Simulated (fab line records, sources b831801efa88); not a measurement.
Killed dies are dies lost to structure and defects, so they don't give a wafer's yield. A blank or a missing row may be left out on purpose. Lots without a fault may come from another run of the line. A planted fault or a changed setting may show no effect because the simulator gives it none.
fab line records | flow sky130
record lots=12 wafers=36 last_day=49
route steps=708 shown VIA4@652 METAL5@661 PAD_OPEN@708
lots that met no fault: from a run of the same line without faults
start_h: hours from the record's first day to the start of the lot's first wafer shown | wait_h: hours since the lot's step before | " the same as in the row above | L1.1+2: a row that stands for several wafers | - no value, or no start given | * or withheld: withheld | < > ~ a bound
route shown NAME@n: a module of which the file shows steps, and the number in the route of the first | usual: mean/standard deviation of fault-free wafers | same: alike in all rows | chamber/n: place in a boat | sites: the reading at each site | _std_site: their standard deviation | _edge_site: outer sites' mean less inner sites' | radius_mm: how far each site lies from the wafer's centre | mask NAME#n: copy n | behind: the tool/chamber that last shaped the wafer | hold: why the lot was held/for how many hours/how that ended | device: the transistor (n, p or np) that didn't switch | end of line: the same wafers' tests at the end of the route | a step without rows: its recipe alone | killed: dies lost to structure and defects at the first sort, not the wafer's yield | map: a wafer's dies, x killed, . not, _ none there
set.NAME: the setting as run; set.NAME@STEP: as run at that earlier step | model.NAME: the simulator's own value behind a step, which no gauge read
steps of the route over a sample of lots; a table a step, a row a wafer
services: from which hour (start_h, from the record's first day; less than 0 if before it) a tool's chamber was out of use, for how many hours, and why
## steps
# step SKY_VIA4_STRIP_13
# recipe chemistry=O2/N2 power_w=1400 pressure_mtorr=1500 platen_temp_c=withheld o2_flow_sccm=3000 n2_flow_sccm=300 overash_fraction=0.5
# usual drypump_motor_current_A=5.5/0.41 oes_product_au=0.710/0.0046 strip_time_to_endpoint_s=12.799/0.026
# columns lot.wafer tool chamber start_h wait_h drypump_motor_current_A oes_product_au rf_hours_counter_h strip_time_to_endpoint_s
L624.2 plasma_asher-01 0 995.26 - 5.4 0.708 78 12.868
L624.3 " 0 " " 5.4 0.720 - 12.847
L624.4 " 1 " " 5.7 0.709 - 12.796
L625.3 plasma_asher-01 0 1012.36 - 5.4 0.720 - 12.806
L625.5 " 0 " " 5.4 0.709 - 12.807
L625.6 " 1 " " 5.7 0.713 - 12.791
L628.1 plasma_asher-01 1 1023.62 - 5.7 0.711 82 12.770
L628.2 " 0 " " 5.4 0.710 82 12.790
L628.6 " 0 " " 5.4 0.706 - 12.769
L630.1 plasma_asher-03 1 1045.56 - 5.4 0.705 120 12.824
L630.3 " 1 " " 5.4 0.718 - 12.803
L630.5 " 0 " " 5.0 0.714 - 12.788
L631.3 plasma_asher-01 0 1055.34 - 5.4 0.709 - 12.807
L631.4 " 1 " " 5.7 0.706 - 12.793
L631.6 " 0 " " 5.4 0.708 - 12.846
L632.1 plasma_asher-04 0 1074.23 - 6.3 0.711 27 12.780
L632.4 " 1 " " 5.0 0.710 - 12.791
L632.5 " 1 " " 5.0 0.712 - 12.816
L634.2 plasma_asher-01 0 1081.77 - 5.4 0.703 89 12.777
L634.5 " 1 " " 5.7 0.709 - 12.810
L634.6 " 0 " " 5.4 0.720 - 12.823
L635.2 plasma_asher-01 0 1082.37 - 5.3 0.699 89 12.840
L635.4 " 1 " " 5.7 0.715 - 12.792
L635.6 " 1 " " 5.7 0.707 - 12.831
L638.3 plasma_asher-04 1 1095.65 - 5.0 0.709 - 12.829
L638.5 " 0 " " 6.2 0.711 - 12.792
L638.6 " 1 " " 5.0 0.709 - 12.798
L641.2 plasma_asher-01 0 1115.08 - 5.4 0.706 93 12.770
L641.5 " 1 " " 5.7 0.711 - 12.811
L641.6 " 0 " " 5.3 0.713 - 12.808
L642.4 plasma_asher-01 0 1115.51 - 5.4 0.709 - 12.757
L642.5 " 1 " " 5.7 0.709 - 12.796
L642.6 " 0 " " 5.4 0.709 - 12.778
L643.2 plasma_asher-01 1 1127.77 - 5.7 0.712 94 12.737
L643.5 " 1 " " 5.7 0.709 - 12.810
L643.6 " 0 " " 5.4 0.706 - 12.777
# step SKY_VIA4_CVD_18
# recipe material=W target_thk_nm=505 time_s=152.14 temp_c=400 pressure_torr=40
# usual chamber_pressure_Torr=40.02/0.097 heater_power_w=842/54
# columns lot.wafer tool chamber start_h wait_h chamber_pressure_Torr heater_power_w
L624.2 cvd_w-02 0 995.95 0.0 39.98 742
L624.3 " 1 " " 39.88 817
L624.4 " 0 " " 39.99 789
L625.3 cvd_w-02 1 1013.03 0.1 39.97 821
L625.5 " 1 " " 39.95 821
L625.6 " 0 " " 40.15 777
L628.1 cvd_w-02 0 1024.28 0.0 40.06 787
L628.2 " 1 " " 39.92 796
L628.6 " 0 " " 39.94 769
L630.1 cvd_w-01 1 1046.21 0.0 39.95 840
L630.3 " 1 " " 39.94 874
L630.5 " 1 " " 40.01 833
L631.3 cvd_w-02 0 1056.04 0.1 40.17 779
L631.4 " 1 " " 39.93 807
L631.6 " 0 " " 39.98 798
L632.1 cvd_w-02 1 1074.92 0.0 39.88 798
L632.4 " 1 " " 39.94 801
L632.5 " 0 " " 40.03 775
L634.2 cvd_w-02 1 1082.42 0.0 40.17 828
L634.5 " 1 " " 39.92 820
L634.6 " 0 " " 40.07 787
L635.2 cvd_w-01 0 1083.02 0.0 39.93 927
L635.4 " 1 " " 39.93 870
L635.6 " 0 " " 39.92 932
L638.3 cvd_w-02 1 1096.32 0.1 39.96 828
L638.5 " 0 " " 40.10 792
L638.6 " 1 " " 39.94 820
L641.2 cvd_w-02 0 1116.92 0.0 39.93 767
L641.5 " 1 " " 39.87 844
L641.6 " 0 " " 40.04 783
L642.4 cvd_w-01 0 1116.97 0.1 40.00 925
L642.5 " 1 " " 40.01 849
L642.6 " 0 " " 39.79 934
L643.2 cvd_w-02 1 1128.86 0.0 40.12 827
L643.5 " 0 " " 40.08 794
L643.6 " 1 " " 40.05 807
# step SKY_METAL5_SPUTTER_00
# recipe material=Ti target_thk_nm=15 power_w=3000 time_s=10 chamber_pressure_pa=0.4
# usual cathode_dc_power_W=3000.1/0.53 throttle_valve_pct=30.0/1
# columns lot.wafer tool chamber start_h wait_h cathode_dc_power_W throttle_valve_pct
L624.2 pvd_sputter-04 - 996.58 0.2 3000.8 30.6
L624.3 " - " " 3000.3 31.1
L624.4 " - " " 2999.7 29.5
L625.3 pvd_sputter-01 - 1013.61 0.1 2999.2 29.3
L625.5 " - " " 3000.0 27.9
L625.6 " - " " 2999.7 29.2
L628.1 pvd_sputter-02 - 1025.10 0.2 2999.4 29.2
L628.2 " - " " 2999.8 29.6
L628.6 " - " " 2998.8 29.5
L630.1 pvd_sputter-01 - 1046.97 0.1 2998.7 29.3
L630.3 " - " " 2999.4 29.0
L630.5 " - " " 2999.5 29.3
L631.3 pvd_sputter-04 - 1056.62 0.1 3000.5 29.6
L631.4 " - " " 3000.7 29.5
L631.6 " - " " 3000.2 31.1
L632.1 pvd_sputter-01 - 1075.76 0.2 3000.6 28.2
L632.4 " - " " 3000.5 28.5
L632.5 " - " " 3000.8 29.3
L634.2 pvd_sputter-02 - 1083.06 0.1 3000.6 28.8
L634.5 " - " " 2999.4 32.0
L634.6 " - " " 3000.7 31.3
L635.2 pvd_sputter-01 - 1083.66 0.1 3000.0 28.1
L635.4 " - " " 3000.4 28.8
L635.6 " - " " 2999.5 28.4
L638.3 pvd_sputter-04 - 1097.04 0.2 2999.8 31.4
L638.5 " - " " 3000.3 29.6
L638.6 " - " " 3000.3 30.3
L641.2 pvd_sputter-01 - 1118.18 0.2 3000.5 27.8
L641.5 " - " " 2999.7 28.6
L641.6 " - " " 3000.5 28.2
L642.4 pvd_sputter-04 - 1118.48 0.2 3000.4 31.2
L642.5 " - " " 2998.8 30.6
L642.6 " - " " 3000.9 29.7
L643.2 pvd_sputter-04 - 1129.49 0.2 2999.8 29.5
L643.5 " - " " 3000.5 29.8
L643.6 " - " " 2999.4 30.9
# step SKY_METAL5_RS_MEAS_05
# recipe thk_meas_gauge=four-point-probe reads=TiN_of_METAL5_SPUTTER_04+Ti_of_METAL5_SPUTTER_03+AlCu_of_METAL5_SPUTTER_02+TiN_of_METAL5_SPUTTER_01+Ti_of_METAL5_SPUTTER_00
# usual METAL5_ALCU_RS=0.0271/0.00038
# columns lot.wafer tool chamber start_h wait_h METAL5_ALCU_RS[ohm/sq]
L624.2 film_metro-02 - 996.77 0.0 0.0273
L624.3 " - " " 0.0274
L624.4 " - " " 0.0271
L625.3 film_metro-02 - 1013.82 0.1 0.0268
L625.5 " - " " 0.0270
L625.6 " - " " 0.0268
L628.1 film_metro-02 - 1025.27 0.0 0.0270
L628.2 " - " " 0.0265
L628.6 " - " " 0.0266
L630.1 film_metro-02 - 1047.14 0.0 0.0273
L630.3 " - " " 0.0275
L630.5 " - " " 0.0273
L631.3 film_metro-01 - 1056.83 0.1 0.0275
L631.4 " - " " 0.0273
L631.6 " - " " 0.0272
L632.1 film_metro-02 - 1075.92 0.0 0.0268
L632.4 " - " " 0.0268
L632.5 " - " " 0.0268
L634.2 film_metro-02 - 1083.24 0.0 0.0269
L634.5 " - " " 0.0269
L634.6 " - " " 0.0270
L635.2 film_metro-01 - 1083.84 0.0 0.0268
L635.4 " - " " 0.0269
L635.6 " - " " 0.0271
L638.3 film_metro-04 - 1097.25 0.1 0.0280
L638.5 " - " " 0.0276
L638.6 " - " " 0.0280
L641.2 film_metro-01 - 1118.50 0.2 0.0270
L641.5 " - " " 0.0274
L641.6 " - " " 0.0270
L642.4 film_metro-02 - 1118.71 0.1 0.0269
L642.5 " - " " 0.0269
L642.6 " - " " 0.0268
L643.2 film_metro-04 - 1129.68 0.0 0.0275
L643.5 " - " " 0.0274
L643.6 " - " " 0.0277
# step SKY_PAD_OPEN_PROBE_99
# usual defect_limited_yield=82.4/1.8 killed_at_M0_to_M3=44/6.4 killed_at_M4_up=3.6/2.1 killed_at_contacts=23/5.1 killed_at_front_end=15/4.3 killed_at_other=0.3/0.56 killed_dies=86/9 killed_open=47/6.4 killed_short=39/5.8 sort_bin_3_pad_short=0.8/0.46 sort_bin_5_function=10.4/1.4 sort_bin_6_memory=6.4/1.1 sort_n_pass=406/9 sort_yield_pct=82.4/1.8
# same gross_dies=492 killed_at_back_side=0 sort_bin_4_leakage[%]=0 sort_bin_8_speed[%]=0
# columns lot.wafer tool chamber start_h wait_h defect_limited_yield[%] killed_at_M0_to_M3 killed_at_M4_up killed_at_contacts killed_at_front_end killed_at_other killed_dies killed_open killed_short sort_bin_3_pad_short[%] sort_bin_5_function[%] sort_bin_6_memory[%] sort_n_pass sort_yield_pct[%]
L624.2 prober-01 - 1065.70 0.1 84.6 36 3 21 16 0 76 45 31 0.6 8.9 5.9 416 84.6
L624.3 prober-01 - 1065.75 0.2 82.1 48 5 21 14 0 88 49 39 1.2 11.6 5.1 404 82.1
L624.4 prober-01 - 1065.80 0.2 81.5 43 1 25 22 0 91 43 47 0.8 11.2 6.5 401 81.5
L628.1 prober-01 - 1093.44 0.1 80.3 44 8 29 16 0 97 53 43 0.6 13.2 5.9 395 80.3
L628.2 prober-01 - 1093.49 0.1 83.9 40 2 22 13 2 79 38 41 1.6 8.7 5.7 413 83.9
L628.6 prober-01 - 1093.69 0.2 82.1 48 2 14 22 2 88 46 41 0.4 10.6 6.9 404 82.1
L631.3 prober-01 - 1119.43 0.2 83.7 44 6 20 9 1 80 45 35 1.0 9.3 5.9 412 83.7
L631.4 prober-01 - 1119.48 0.2 84.1 39 2 26 10 1 78 44 34 0 9.6 6.3 414 84.1
L631.6 prober-01 - 1119.58 0.2 82.5 56 2 15 13 0 86 48 38 0.4 11.4 5.7 406 82.5
L632.1 prober-02 - 1129.87 0.1 86.0 39 3 18 9 0 69 42 27 0.8 8.9 4.3 423 86.0
L632.4 prober-02 - 1130.02 0.2 83.1 47 4 19 13 0 83 41 41 0.8 10.0 6.1 409 83.1
L632.5 prober-02 - 1130.07 0.2 83.1 48 4 15 15 1 83 42 41 0.4 10.4 6.1 409 83.1
L635.2 prober-01 - 1138.62 0.1 79.5 50 3 30 18 0 101 59 42 0.8 13.4 6.3 391 79.5
L635.4 prober-01 - 1138.72 0.2 84.3 35 4 19 19 0 77 34 43 0.6 9.1 5.9 415 84.3
L635.6 prober-01 - 1138.82 0.2 85.8 36 4 14 16 0 70 42 28 0.8 8.5 4.9 422 85.8
L638.3 prober-01 - 1154.07 0.2 82.9 37 2 32 13 0 84 47 37 0.6 11.8 4.7 408 82.9
L638.5 prober-01 - 1154.17 0.2 82.5 37 6 24 19 0 86 49 37 0.2 10.8 6.5 406 82.5
L638.6 prober-01 - 1154.22 0.2 81.7 43 3 22 22 0 90 51 39 1.0 11.2 6.1 402 81.7
L641.2 prober-01 - 1175.61 0.1 81.7 40 3 32 15 0 90 52 38 1.2 10.2 6.9 402 81.7
L641.5 prober-01 - 1175.76 0.2 81.3 48 6 25 13 0 92 56 36 0.2 13.4 5.1 400 81.3
L641.6 prober-01 - 1175.81 0.2 79.5 50 3 30 18 0 101 65 36 0.6 12.2 7.7 391 79.5
L642.4 prober-02 - 1176.08 0.2 74.2 38 47 24 18 0 127 44 38 2.8 15.9 7.1 365 74.2
L642.5 prober-02 - 1176.13 0.2 78.7 44 35 17 8 1 105 39 33 2.8 11.4 7.1 387 78.7
L642.6 prober-02 - 1176.18 0.2 74.4 44 51 17 14 0 126 46 35 1.6 16.3 7.7 366 74.4
L643.2 prober-01 - 1185.16 0.1 75.0 39 44 21 19 0 123 54 30 2.2 13.6 9.1 369 75.0
L643.5 prober-01 - 1185.31 0.2 79.7 33 38 18 11 0 100 32 33 1.0 14.2 5.1 392 79.7
L643.6 prober-01 - 1185.36 0.2 72.2 50 41 25 20 1 137 48 51 2.4 18.5 6.9 355 72.2
# killed by level:class
L624.2 VIA1:geometric_particle:open=10 LI_CONTACT:geometric_particle:open=8 VIA1:geometric_particle:short=7 CONTACT:geometric_particle:open=6 VIA3:geometric_particle:open=6 VIA2:geometric_particle:open=5 FIELD_ISO:geometric_particle:short=4 POLY_GATE:geometric_particle:open=3
L624.3 VIA1:geometric_particle:short=11 VIA1:geometric_particle:open=10 CONTACT:geometric_particle:open=10 VIA3:geometric_particle:open=7 FIELD_ISO:geometric_particle:open=6 METAL2:geometric_particle:short=6 VIA2:geometric_particle:open=5 POLY_GATE:geometric_particle:open=4
L624.4 VIA2:geometric_particle:open=7 FIELD_ISO:geometric_particle:short=6 CONTACT:geometric_particle:open=6 CONTACT:geometric_particle:short=6 VIA1:geometric_particle:open=6 VIA3:geometric_particle:open=6 POLY_GATE:geometric_particle:short=5 POLY_GATE:geometric_particle:open=5
L628.1 VIA2:geometric_particle:open=11 LI_CONTACT:geometric_particle:open=10 VIA1:geometric_particle:open=8 CONTACT:geometric_particle:open=7 METAL2:geometric_particle:short=5 VIA2:geometric_particle:short=5 METAL4:geometric_particle:short=5 LI_CONTACT:geometric_particle:short=4
L628.2 VIA1:geometric_particle:open=12 LI_CONTACT:geometric_particle:open=7 METAL1:geometric_particle:short=7 LI_CONTACT:geometric_particle:short=5 POLY_GATE:geometric_particle:short=4 CONTACT:geometric_particle:open=4 VIA2:geometric_particle:short=4 VIA2:geometric_particle:open=4
L628.6 VIA2:geometric_particle:open=12 VIA1:geometric_particle:open=8 METAL2:geometric_particle:short=7 FIELD_ISO:geometric_particle:open=5 VIA2:geometric_particle:short=5 VIA3:geometric_particle:open=5 FIELD_ISO:geometric_particle:short=4 POLY_GATE:geometric_particle:open=4
L631.3 VIA1:geometric_particle:open=12 CONTACT:geometric_particle:open=9 VIA1:geometric_particle:short=8 LI_CONTACT:geometric_particle:open=6 METAL4:geometric_particle:short=6 VIA2:geometric_particle:short=5 VIA2:geometric_particle:open=5 FIELD_ISO:geometric_particle:open=4
L631.4 VIA2:geometric_particle:open=10 CONTACT:geometric_particle:short=9 CONTACT:geometric_particle:open=9 LI_CONTACT:geometric_particle:open=7 VIA1:geometric_particle:open=6 METAL2:geometric_particle:short=6 VIA3:geometric_particle:open=5 METAL1:geometric_particle:short=5
L631.6 VIA1:geometric_particle:open=13 METAL2:geometric_particle:short=10 VIA2:geometric_particle:open=9 LI_CONTACT:geometric_particle:open=7 VIA3:geometric_particle:open=6 FIELD_ISO:geometric_particle:short=4 CONTACT:geometric_particle:open=4 VIA1:geometric_particle:short=4
L632.1 VIA1:geometric_particle:open=10 VIA2:geometric_particle:open=9 CONTACT:geometric_particle:open=8 LI_CONTACT:geometric_particle:open=6 VIA1:geometric_particle:short=6 METAL1:geometric_particle:short=5 FIELD_ISO:geometric_particle:open=4 VIA2:geometric_particle:short=3
L632.4 VIA1:geometric_particle:open=10 VIA1:geometric_particle:short=9 METAL1:geometric_particle:short=7 CONTACT:geometric_particle:open=7 VIA2:geometric_particle:open=7 FIELD_ISO:geometric_particle:short=4 VIA3:geometric_particle:open=4 FIELD_ISO:geometric_particle:open=3
L632.5 VIA1:geometric_particle:open=12 VIA2:geometric_particle:open=6 POLY_GATE:geometric_particle:open=5 METAL1:geometric_particle:short=5 VIA3:geometric_particle:open=5 METAL2:geometric_particle:short=5 FIELD_ISO:geometric_particle:open=4 POLY_GATE:geometric_particle:short=4
L635.2 VIA1:geometric_particle:open=14 CONTACT:geometric_particle:open=9 POLY_GATE:geometric_particle:open=7 LI_CONTACT:geometric_particle:open=7 VIA2:geometric_particle:open=7 VIA2:geometric_particle:short=7 LOCAL_INTERCONNECT:geometric_particle:short=5 METAL1:geometric_particle:short=5
L635.4 CONTACT:geometric_particle:open=9 POLY_GATE:geometric_particle:short=8 METAL1:geometric_particle:short=8 VIA3:geometric_particle:open=6 POLY_GATE:geometric_particle:open=5 VIA1:geometric_particle:short=5 VIA1:geometric_particle:open=5 FIELD_ISO:geometric_particle:short=4
L635.6 CONTACT:geometric_particle:open=8 VIA1:geometric_particle:open=7 VIA3:geometric_particle:open=7 VIA2:geometric_particle:open=5 LI_CONTACT:geometric_particle:open=4 METAL1:geometric_particle:short=4 METAL2:geometric_particle:short=4 POLY_GATE:geometric_particle:short=3
L638.3 CONTACT:geometric_particle:open=11 VIA1:geometric_particle:open=11 LI_CONTACT:geometric_particle:open=7 LOCAL_INTERCONNECT:geometric_particle:short=7 METAL2:geometric_particle:short=6 FIELD_ISO:geometric_particle:short=4 VIA3:geometric_particle:short=4 POLY_GATE:geometric_particle:open=3
L638.5 CONTACT:geometric_particle:open=11 VIA1:geometric_particle:open=9 FIELD_ISO:geometric_particle:short=8 LI_CONTACT:geometric_particle:open=6 VIA2:geometric_particle:open=6 FIELD_ISO:geometric_particle:open=5 VIA1:geometric_particle:short=4 VIA2:geometric_particle:short=4
L638.6 VIA1:geometric_particle:open=11 LI_CONTACT:geometric_particle:open=9 CONTACT:geometric_particle:open=7 FIELD_ISO:geometric_particle:short=6 METAL1:geometric_particle:short=6 POLY_GATE:geometric_particle:open=6 METAL2:geometric_particle:short=5 VIA3:geometric_particle:open=5
L641.2 LI_CONTACT:geometric_particle:open=12 CONTACT:geometric_particle:open=7 VIA1:geometric_particle:open=7 VIA1:geometric_particle:short=6 VIA3:geometric_particle:open=6 LOCAL_INTERCONNECT:geometric_particle:short=5 POLY_GATE:geometric_particle:short=4 LI_CONTACT:geometric_particle:short=4
L641.5 VIA2:geometric_particle:open=12 VIA3:geometric_particle:open=10 CONTACT:geometric_particle:open=9 METAL1:geometric_particle:short=9 LI_CONTACT:geometric_particle:open=6 VIA1:geometric_particle:open=5 FIELD_ISO:geometric_particle:open=4 METAL3:geometric_particle:short=4
L641.6 CONTACT:geometric_particle:open=14 VIA1:geometric_particle:open=14 LI_CONTACT:geometric_particle:open=9 VIA2:geometric_particle:open=7 VIA3:geometric_particle:open=7 METAL1:geometric_particle:short=6 VIA1:geometric_particle:short=5 FIELD_ISO:geometric_particle:short=4
L642.4 VIA4:unspecified=45 CONTACT:geometric_particle:open=9 VIA1:geometric_particle:open=9 LI_CONTACT:geometric_particle:open=6 POLY_GATE:geometric_particle:open=5 CONTACT:geometric_particle:short=5 VIA3:geometric_particle:open=5 VIA2:geometric_particle:short=5
L642.5 VIA4:unspecified=33 VIA1:geometric_particle:open=9 VIA3:geometric_particle:open=8 CONTACT:geometric_particle:open=7 METAL1:geometric_particle:short=5 VIA1:geometric_particle:short=5 CONTACT:geometric_particle:short=4 VIA3:geometric_particle:short=4
L642.6 VIA4:unspecified=45 VIA1:geometric_particle:open=12 VIA3:geometric_particle:open=11 CONTACT:geometric_particle:short=6 METAL1:geometric_particle:short=5 METAL2:geometric_particle:short=5 METAL4:geometric_particle:short=5 FIELD_ISO:geometric_particle:open=4
L643.2 VIA4:unspecified=37 CONTACT:geometric_particle:open=12 VIA3:geometric_particle:open=12 VIA1:geometric_particle:short=7 FIELD_ISO:geometric_particle:open=5 FIELD_ISO:geometric_particle:short=5 VIA1:geometric_particle:open=5 VIA2:geometric_particle:open=5
L643.5 VIA4:unspecified=35 VIA3:geometric_particle:open=7 CONTACT:geometric_particle:open=6 METAL1:geometric_particle:short=6 VIA1:geometric_particle:open=6 FIELD_ISO:geometric_particle:open=4 FIELD_ISO:geometric_particle:short=4 LI_CONTACT:geometric_particle:open=4
L643.6 VIA4:unspecified=37 FIELD_ISO:geometric_particle:short=13 VIA1:geometric_particle:open=10 CONTACT:geometric_particle:open=9 VIA1:geometric_particle:short=8 METAL2:geometric_particle:short=8 CONTACT:geometric_particle:short=7 VIA2:geometric_particle:open=7
## services
# columns tool chamber start_h hours kind
plasma_asher-04 - 1001.06 6.4 repair
plasma_asher-03 - 1002.60 15.6 pm
pvd_sputter-02 1 1008.60 - consumable_replace:kit
pvd_sputter-02 1 1008.60 18.0 scheduled_down
pvd_sputter-02 1 1008.60 18.0 vent_cycle
pvd_sputter-02 - 1013.22 1.3 repair
plasma_asher-03 - 1020.95 8.1 repair
cvd_w-02 - 1025.31 6.0 pm
cvd_w-01 - 1033.61 0.5 repair
plasma_asher-04 - 1038.58 14.6 pm
plasma_asher-03 - 1047.83 11.6 repair
pvd_sputter-04 - 1058.00 7.9 repair
plasma_asher-03 - 1059.46 9.0 pm
plasma_asher-03 0 1059.46 9.0 vent_cycle
plasma_asher-03 1 1059.46 9.0 vent_cycle
pvd_sputter-01 1 1063.38 - consumable_replace:kit
pvd_sputter-01 1 1063.38 18.0 scheduled_down
pvd_sputter-01 1 1063.38 18.0 vent_cycle
pvd_sputter-04 1 1075.65 - consumable_replace:kit
pvd_sputter-04 1 1075.65 18.0 scheduled_down
pvd_sputter-04 1 1075.65 18.0 vent_cycle
cvd_w-02 1 1080.42 1.6 repair
pvd_sputter-04 - 1088.79 6.6 repair
cvd_w-01 - 1115.25 1.6 repair
## key
first_sign step=SKY_PAD_OPEN_PROBE_99 reading=killed_at_M4_up direction=up sigmas=19 usual=3.6 struck=42.7
effect step=SKY_PAD_OPEN_PROBE_99 reading=sort_n_pass direction=down sigmas=3.7 usual=406 struck=372
met_at SKY_VIA4_STRIP_13
struck_lots L642,L643
not_acting_at SKY_VIA4_CVD_18,SKY_METAL5_SPUTTER_00,SKY_METAL5_RS_MEAS_05
onset_between 1115.08 1115.51
also_fits time
fault kind=chamber_particle_source tool=plasma_asher-01 chamber=- onset_h=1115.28 steps=SKY_VIA4_STRIP_13 rate_per_visit_cm2=0.49745 end_h=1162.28
